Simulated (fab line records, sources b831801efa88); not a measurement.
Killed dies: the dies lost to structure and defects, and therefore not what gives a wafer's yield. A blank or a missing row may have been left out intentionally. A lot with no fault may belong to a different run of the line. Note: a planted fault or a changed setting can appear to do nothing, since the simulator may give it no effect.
Matching of chambers    flow sfq-line    SFQ_TRILAYER_A5B_DEP_PECVD_129 on pecvd-02: 3 sister chambers
The step deposits SiO2 from SiH4/N2O, time 133.33 s, target thk 600 nm. 3 wafers are shown with their chamber, then 7 later ones without.

== WAFERS WITH THEIR CHAMBER ==
wafer   chamber  heater-power-w (W)
L371.4  0        109
L373.2  2        36
L373.3  1        109

== WAFERS WHOSE CHAMBER IS MISSING ==
wafer   heater-power-w (W)
L373.4  91
L376.2  109
L376.4  99
L376.6  94
L379.2  99
L379.3  108
L379.6  106

== CHAMBER TAKEN BY EACH ==
wafer   from the rows above      in truth
L373.4  can't be placed: 0 or 1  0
L376.2  can't be placed: 0 or 1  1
L376.4  can't be placed: 0 or 1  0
L376.6  can't be placed: 0 or 1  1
L379.2  can't be placed: 0 or 1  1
L379.3  can't be placed: 0 or 1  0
L379.6  can't be placed: 0 or 1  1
0 of 7 placed correctly. From these rows, 7 cannot be placed; in 7 the true chamber is one of the candidates. Wrongly placed: 0.
How it was worked out, from the rows above alone: a wafer's distance from a chamber is the root of the sum, over the readings, of the square of ((its reading less the chamber's mean) divided by the reading's scatter). If the next closest chamber is less than 2 further off than the closest, the wafer can't be placed; otherwise it belongs to the closest. The mean given for a chamber averages the wafers shown for that chamber. The scatter: with one shown wafer a chamber, the root of the mean of the squares of how far each hidden wafer lies from its nearest shown one.
